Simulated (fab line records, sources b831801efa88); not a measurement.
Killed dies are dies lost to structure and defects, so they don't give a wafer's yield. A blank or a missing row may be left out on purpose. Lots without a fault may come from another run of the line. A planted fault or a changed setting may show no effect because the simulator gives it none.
Chamber matching | flow sky130 | SKY_VIA2_HDPCVD_00 on hdpcvd-01: 3 sister chambers
The step deposits SiO2, target thk 1180 nm, time 196.7 s. 16 wafers are shown with their chamber, then 7 later ones without.

WAFERS WITH THEIR CHAMBER
wafer  | chamber | susceptor_temp_C (C)
L415.2 | 0       | 400.04
L415.3 | 2       | 399.87
L415.4 | 0       | 400.14
L416.1 | 1       | 399.90
L416.3 | 2       | 400.00
L416.5 | 0       | 400.00
L417.1 | 0       | 400.34
L417.2 | 2       | 400.06
L417.3 | 1       | 400.14
L420.2 | 0       | 399.78
L420.4 | 2       | 400.15
L420.6 | 0       | 400.46
L422.2 | 0       | 399.74
L422.4 | 0       | 399.82
L422.6 | 2       | 400.08
L426.1 | 0       | 399.87

SIGNATURES (means of the wafers above)
reading          | chamber 0 | chamber 1 | chamber 2 | scatter within a chamber
susceptor_temp_C | 400.0211  | 400.0200  | 400.0320  | 0.212
Rule: a wafer's distance from a chamber is the root of the sum, over the readings, of the square of ((its reading less the chamber's mean) divided by the reading's scatter). The wafer belongs to the nearest chamber; if the next one is less than 2 further off, it can't be placed. The scatter: the root of (the sum of the squares of (reading less its chamber's mean) over the shown wafers, divided by (wafers less chambers)).

WAFERS WITHOUT THEIR CHAMBER
wafer  | susceptor_temp_C (C)
L426.4 | 400.14
L426.5 | 400.14
L429.2 | 400.20
L429.3 | 400.06
L429.5 | 399.71
L435.2 | 400.20
L435.5 | 400.19

WHICH CHAMBER EACH WENT THROUGH
wafer  | from the rows above          | in truth
L426.4 | can't be placed: 2 or 0 or 1 | 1
L426.5 | can't be placed: 2 or 0 or 1 | 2
L429.2 | can't be placed: 2 or 0 or 1 | 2
L429.3 | can't be placed: 2 or 0 or 1 | 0
L429.5 | can't be placed: 1 or 0 or 2 | 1
L435.2 | can't be placed: 2 or 0 or 1 | 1
L435.5 | can't be placed: 2 or 0 or 1 | 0
Placed correctly: 0 of 7. Can't be placed from these rows: 7 (the true chamber is among the candidates in 7). Placed wrongly: 0.
